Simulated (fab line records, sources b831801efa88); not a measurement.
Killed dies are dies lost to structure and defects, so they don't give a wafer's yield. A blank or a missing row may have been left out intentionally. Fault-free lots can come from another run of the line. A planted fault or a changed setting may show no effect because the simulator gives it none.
2 desks looking at one fault    flow sky130    each desk holds nothing but its own numbers, with what lay behind them at the end

== THE TOOL OWNER'S DESK: rie si-02 ==
The tool's own readings at SKY_FIELD_ISO_ETCH_17 (etches Si in HBr/Cl2/O2, target depth 342 nm, time 97.7 s): means of the sampled wafers that have a number, for each lot that ran on this tool. A lot is out of limits, marked OUT, if its mean lies more than 4 standard deviations from the usual mean; the brackets give that distance.
Columns: A = O2_flow_sccm at SKY_FIELD_ISO_ETCH_17, usual 6.001 sccm; B = chamber pressure mTorr at SKY_FIELD_ISO_ETCH_17, usual 14.999 mTorr; C = drypump motor current A at SKY_FIELD_ISO_ETCH_17, usual 5.6 A; D = oes product au at SKY_FIELD_ISO_ETCH_17, usual 1.001 a.u.; E = throttle valve pct at SKY_FIELD_ISO_ETCH_17, usual 25.656 %
lot   first seen here  A      B       C    D                E
L246  day 2 10:34      5.980  14.990  5.0  0.998            25.652
L247  day 2 16:43      5.996  14.994  5.8  1.006            25.644
L249  day 3 02:43      6.006  15.010  5.4  1.000            25.657
L250  day 3 10:04      6.024  15.005  5.9  0.993            25.657
L253  day 4 03:19      6.005  14.996  5.8  0.990            25.659
L256  day 4 14:28      6.005  15.001  5.3  1.004            25.652
L257  day 4 20:25      5.995  15.011  5.7  1.001            25.664
L259  day 5 07:19      6.001  14.999  5.0  1.137 (+15) OUT  25.565 (-9.1) OUT
This desk's verdict: out of limits on L259, starting with L259 at day 5 07:19 (oes product au at SKY_FIELD_ISO_ETCH_17). Within limits: L246, L247, L249, L250, L253, L256, L257.

== FROM THE METROLOGY DESK ==
What the gauges read for every lot (on any tool): the sampled wafers with a number, averaged. A lot is out of limits, marked OUT, if its mean lies more than 4 standard deviations from the usual mean; the brackets give that distance.
Columns: A = LDD_N_OVL at SKY_LDD_N_OVL_MEAS_07, usual -0.5 nm; B = LDD_LDN_TW at SKY_LDD_LDN_TW_MEAS_13, usual 1476
lot   first seen here  A     B
L246  day 18 21:50     -0.7  1452
L247  day 19 12:24     0.1   1460
L248  day 19 12:28     1.9   1453
L249  day 19 23:50     0.3   1460
L250  day 20 12:10     -1.4  1471
L251  day 20 18:23     -0.8  1491
L253  day 21 07:56     0.3   1458
L255  day 21 22:33     -2.3  1455
L256  day 22 05:06     0.3   1484
L257  day 23 05:02     1.0   1478
L259  day 23 15:35     0.9   1477
L261  day 23 21:15     -1.2  1483
Finding of this desk: none of the 12 lots has anything out of limits.

== BROUGHT TOGETHER ==
On L259, at day 5 07:19, an alarm was possible from the tool owner's desk.
Metrology desk: nothing out of limits seen.
The metrology desk has L259 on record, within its limits.
Of the lots named, all ran SKY_FIELD_ISO_ETCH_17 on rie si-02.

== WHAT THE SIMULATOR PUT IN ==
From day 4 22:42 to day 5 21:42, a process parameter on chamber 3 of rie si-02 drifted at SKY_FIELD_ISO_ETCH_17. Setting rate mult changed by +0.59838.
Lots struck among those shown: L259.
Hours from the fault's start to each desk's first reading out of limits: the tool owner's desk, 9.
